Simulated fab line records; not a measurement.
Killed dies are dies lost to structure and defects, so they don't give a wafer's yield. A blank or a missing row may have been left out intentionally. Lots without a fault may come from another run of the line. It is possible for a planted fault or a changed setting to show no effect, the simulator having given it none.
Which tool did it? :: flow gf180mcu :: Sampling: 13 lots, 39 wafers, 6 of 602 route steps

## WHAT THE GAUGES READ, wafer by wafer
GF_NWELL_TW_MEAS_11.
lot: L184
measured: day 3 08:34
on: film_metro-01
NWELL_TW: 1567 1564 1569

lot: L186
measured: day 3 19:26
on: film_metro-04
NWELL_TW: 1565 1570 1571

lot: L187
measured: day 3 23:58
on: film_metro-03
NWELL_TW: 1604 1603 1595

lot: L189
measured: day 4 11:57
on: film_metro-01
NWELL_TW: 1569 1563 1570

lot: L190
measured: day 4 16:14
on: film_metro-03
NWELL_TW: 1597 1599 1588

lot: L191
measured: day 4 22:16
on: film_metro-04
NWELL_TW: 1575 1569 1574

lot: L192
measured: day 5 04:41
on: film_metro-03
NWELL_TW: 1591 1593 1594

lot: L193
measured: day 5 07:19
on: film_metro-04
NWELL_TW: 1573 1571 1567

lot: L194
measured: day 5 13:27
on: film_metro-03
NWELL_TW: 1488 1489 1482

lot: L195
measured: day 5 18:40
on: film_metro-01
NWELL_TW: 1459 1467 1463

lot: L204
measured: day 8 03:52
on: film_metro-01
NWELL_TW: 1568 1570 1563

lot: L206
measured: day 8 15:08
on: film_metro-01
NWELL_TW: 1559 1562 1563

lot: L205
measured: day 8 16:01
on: film_metro-03
NWELL_TW: 1588 1585 1581

GF_MVSD_OVL_MEAS_07.
lot: L184
measured: day 4 10:33
on: overlay-01
MVSD_OVL (nm): -0.7 1.0 0.6

lot: L186
measured: day 4 22:37
on: overlay-01
MVSD_OVL (nm): -0.9 -0.7 -1.9

lot: L187
measured: day 5 01:59
on: overlay-01
MVSD_OVL (nm): -0.8 -0.4 2.0

lot: L189
measured: day 5 15:14
on: overlay-02
MVSD_OVL (nm): -2.3 -2.0 -1.7

lot: L190
measured: day 5 21:11
on: overlay-01
MVSD_OVL (nm): 0.6 -0.1 -0.9

lot: L191
measured: day 6 01:50
on: overlay-01
MVSD_OVL (nm): 1.4 -0.7 1.7

lot: L192
measured: day 6 09:29
on: overlay-01
MVSD_OVL (nm): -1.5 -2.2 -2.4

lot: L193
measured: day 6 12:36
on: overlay-02
MVSD_OVL (nm): -0.3 -1.2 -0.3

lot: L194
measured: day 6 17:00
on: overlay-01
MVSD_OVL (nm): -0.1 -0.3 1.9

lot: L195
measured: day 6 23:20
on: overlay-02
MVSD_OVL (nm): 1.7 2.3 0.7

lot: L204
measured: day 9 12:58
on: overlay-02
MVSD_OVL (nm): 0.1 0.0 -0.6

lot: L206
measured: day 10 00:02
on: overlay-02
MVSD_OVL (nm): 0.1 -0.3 0.8

lot: L205
measured: day 10 01:27
on: overlay-01
MVSD_OVL (nm): -1.8 -0.2 -1.4

GF_MVSD_TW_MEAS_11.
lot: L184
measured: day 4 11:01
on: film_metro-04
MVSD_TW: 1565 1574 1564

lot: L186
measured: day 4 23:04
on: film_metro-04
MVSD_TW: 1572 1569 1569

lot: L187
measured: day 5 02:25
on: film_metro-01
MVSD_TW: 1569 1574 1566

lot: L189
measured: day 5 15:41
on: film_metro-04
MVSD_TW: 1568 1566 1567

lot: L190
measured: day 5 21:37
on: film_metro-03
MVSD_TW: 1592 1594 1600

lot: L191
measured: day 6 02:16
on: film_metro-01
MVSD_TW: 1571 1571 1577

lot: L192
measured: day 6 09:56
on: film_metro-01
MVSD_TW: 1569 1565 1569

lot: L193
measured: day 6 18:05
on: film_metro-01
MVSD_TW: 1566 1565 1574

lot: L194
measured: day 6 17:27
on: film_metro-03
MVSD_TW: 1583 1587 1592

lot: L195
measured: day 6 23:46
on: film_metro-03
MVSD_TW: 1592 1598 1585

lot: L204
measured: day 9 13:31
on: film_metro-04
MVSD_TW: 1563 1568 1561

lot: L206
measured: day 10 00:28
on: film_metro-04
MVSD_TW: 1563 1565 1560

lot: L205
measured: day 10 01:53
on: film_metro-01
MVSD_TW: 1572 1569 1568

GF_VT_IMPLANT_OVL_MEAS_29.
lot: L184
measured: day 6 19:42
on: overlay-01
VT_IMPLANT_02_OVL (nm): -0.3 -0.6 2.1

lot: L186
measured: day 7 08:44
on: overlay-01
VT_IMPLANT_02_OVL (nm): -1.6 -0.8 -2.6

lot: L187
measured: day 7 10:42
on: overlay-02
VT_IMPLANT_02_OVL (nm): 0.9 1.9 -1.7

lot: L189
measured: day 8 02:05
on: overlay-02
VT_IMPLANT_02_OVL (nm): 0.1 2.4 1.2

lot: L190
measured: day 8 07:47
on: overlay-01
VT_IMPLANT_02_OVL (nm): 0.1 -2.2 -0.5

lot: L191
measured: day 8 15:53
on: overlay-02
VT_IMPLANT_02_OVL (nm): 1.2 0.0 -0.1

lot: L192
measured: day 8 22:20
on: overlay-02
VT_IMPLANT_02_OVL (nm): 3.4 2.5 2.5

lot: L193
measured: day 9 08:51
on: overlay-01
VT_IMPLANT_02_OVL (nm): 0.4 0.6 -0.2

lot: L194
measured: day 9 07:49
on: overlay-02
VT_IMPLANT_02_OVL (nm): -3.2 -0.9 -1.6

lot: L195
measured: day 9 15:35
on: overlay-01
VT_IMPLANT_02_OVL (nm): 0.7 -0.8 0.7

lot: L204
measured: day 12 13:20
on: overlay-01
VT_IMPLANT_02_OVL (nm): -1.5 -1.7 -2.0

lot: L206
measured: day 13 01:29
on: overlay-01
VT_IMPLANT_02_OVL (nm): -1.7 -1.9 -1.9

lot: L205
measured: day 13 03:32
on: overlay-02
VT_IMPLANT_02_OVL (nm): -1.8 -0.8 1.6

GF_VT_IMPLANT_RS_MEAS_47: a four-point-probe measurement.
lot: L184
measured: day 7 11:12
on: film_metro-03
NWELL_RS (ohm/sq): 486.7 487.3 485.8

lot: L186
measured: day 8 01:46
on: film_metro-03
NWELL_RS (ohm/sq): 486.6 485.8 485.6

lot: L187
measured: day 8 02:57
on: film_metro-04
NWELL_RS (ohm/sq): 488.1 486.7 487.1

lot: L189
measured: day 8 19:07
on: film_metro-03
NWELL_RS (ohm/sq): 488.6 488.0 486.8

lot: L190
measured: day 9 00:46
on: film_metro-04
NWELL_RS (ohm/sq): 486.3 487.2 488.4

lot: L191
measured: day 9 08:54
on: film_metro-03
NWELL_RS (ohm/sq): 484.2 485.4 484.8

lot: L192
measured: day 9 16:26
on: film_metro-01
NWELL_RS (ohm/sq): 486.0 487.3 486.5

lot: L193
measured: day 10 02:22
on: film_metro-04
NWELL_RS (ohm/sq): 485.5 485.8 487.1

lot: L194
measured: day 10 01:52
on: film_metro-03
NWELL_RS (ohm/sq): 557.7 558.5 558.7

lot: L195
measured: day 10 08:49
on: film_metro-01
NWELL_RS (ohm/sq): 559.4 559.8 559.9

lot: L204
measured: day 13 09:46
on: film_metro-03
NWELL_RS (ohm/sq): 487.2 486.8 485.7

lot: L206
measured: day 13 22:25
on: film_metro-04
NWELL_RS (ohm/sq): 485.0 485.6 486.5

lot: L205
measured: day 14 00:01
on: film_metro-04
NWELL_RS (ohm/sq): 485.9 486.6 488.4

## WHAT TOOL EACH LOT RAN ON (gives the tool, then ch and the chambers of the sampled wafers, and finally the start)
lot: L184
GF_NWELL_IMPLANT_08: implanter-03 ch 0, day 3 08:10

lot: L186
GF_NWELL_IMPLANT_08: implanter-01 ch 0, day 3 19:02

lot: L187
GF_NWELL_IMPLANT_08: implanter-03 ch 0, day 3 23:34

lot: L189
GF_NWELL_IMPLANT_08: implanter-04 ch 0, day 4 11:34

lot: L190
GF_NWELL_IMPLANT_08: implanter-04 ch 0, day 4 15:50

lot: L191
GF_NWELL_IMPLANT_08: implanter-04 ch 0, day 4 21:52

lot: L192
GF_NWELL_IMPLANT_08: implanter-03 ch 0, day 5 04:19

lot: L193
GF_NWELL_IMPLANT_08: implanter-03 ch 0, day 5 06:55

lot: L194
GF_NWELL_IMPLANT_08: implanter-03 ch 0, day 5 13:05

lot: L195
GF_NWELL_IMPLANT_08: implanter-03 ch 0, day 5 18:16

lot: L204
GF_NWELL_IMPLANT_08: implanter-01 ch 0, day 8 03:28

lot: L206
GF_NWELL_IMPLANT_08: implanter-04 ch 0, day 8 14:44

lot: L205
GF_NWELL_IMPLANT_08: implanter-01 ch 0, day 8 15:37
- GF_NWELL_IMPLANT_08

## AS READ BY THE TOOLS THEMSELVES (means over the sampled wafers that have a number; for cases with no such wafer, the mark the record gives instead)
GF_NWELL_IMPLANT_08.
lot: L184
tool: implanter-03
dose_ions_cm2: 1.5005e+13
faraday_current_uA: 83.1

lot: L186
tool: implanter-01
dose_ions_cm2: 1.5010e+13
faraday_current_uA: 85.1

lot: L187
tool: implanter-03
dose_ions_cm2: 1.4979e+13
faraday_current_uA: 84.0

lot: L189
tool: implanter-04
dose_ions_cm2: 1.5001e+13
faraday_current_uA: 84.3

lot: L190
tool: implanter-04
dose_ions_cm2: 1.5012e+13
faraday_current_uA: 85.9

lot: L191
tool: implanter-04
dose_ions_cm2: 1.4990e+13
faraday_current_uA: 84.0

lot: L192
tool: implanter-03
dose_ions_cm2: 1.5012e+13
faraday_current_uA: 85.1

lot: L193
tool: implanter-03
dose_ions_cm2: 1.5005e+13
faraday_current_uA: 84.7

lot: L194
tool: implanter-03
dose_ions_cm2: 1.1605e+13
faraday_current_uA: 66.2

lot: L195
tool: implanter-03
dose_ions_cm2: 1.1619e+13
faraday_current_uA: 64.3

lot: L204
tool: implanter-01
dose_ions_cm2: 1.5012e+13
faraday_current_uA: 84.2

lot: L206
tool: implanter-04
dose_ions_cm2: 1.4998e+13
faraday_current_uA: 85.5

lot: L205
tool: implanter-01
dose_ions_cm2: 1.5011e+13
faraday_current_uA: 85.2

## THE ANSWER, worked out from the rows above alone
Rule: the lots themselves supply what counts as usual. Put in order of their means at a reading, lots are off if they are a third of the lots or fewer, leave a main group of 4 or more, and stand apart from it by a gap of 3 or more times the standard deviation of the main group's means; of several such gaps the widest counts. The tables above print the reading to a certain number of digits; a main group whose means all agree to those digits is not used. Also off: a lot with no number at a reading for which 4 or more lots have one. Any other lot the step has rows for is counted as sound. After the gauges, taken in route order, come the tools' own readings; for these a lot's mean is taken, as printed above. The first step at which some lot is off is used, and at that step the reading that is off furthest; a lot without a number counts as furthest.
Off: L194, L195, at GF_NWELL_TW_MEAS_11 (NWELL_TW). Main group: mean 1577, sd 13.
A tool fits if, at a process step before that reading, it ran every lot that is off, and no sound lot after the first of them. The gauges at GF_NWELL_TW_MEAS_11 aren't tried: what is off there is off at GF_NWELL_IMPLANT_08 too, on other tools, and a gauge's error can't cause that. One fits: GF_NWELL_IMPLANT_08 on implanter-03. A fault onset in the window from L193 (day 5 06:55, its last sound lot) to L194 (day 5 13:05, its first lot off) fits.
The tool's own readings at GF_NWELL_IMPLANT_08 bear it out: on the lots that are off they differ by more than 5 times the standard deviation of the sound lots' means. dose_ions_cm2 reads 1.1612e+13 there against 1.5003e+13 on the sound lots; faraday_current_uA reads 65.2 there against 84.6 on the sound lots.

## WHAT THE SIMULATOR HAD INSERTED
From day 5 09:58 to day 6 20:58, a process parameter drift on implanter-03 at GF_NWELL_IMPLANT_08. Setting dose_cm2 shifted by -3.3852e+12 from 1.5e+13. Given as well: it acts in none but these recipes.
Shown lots that were struck: L194, L195. The same result came from the rule above.
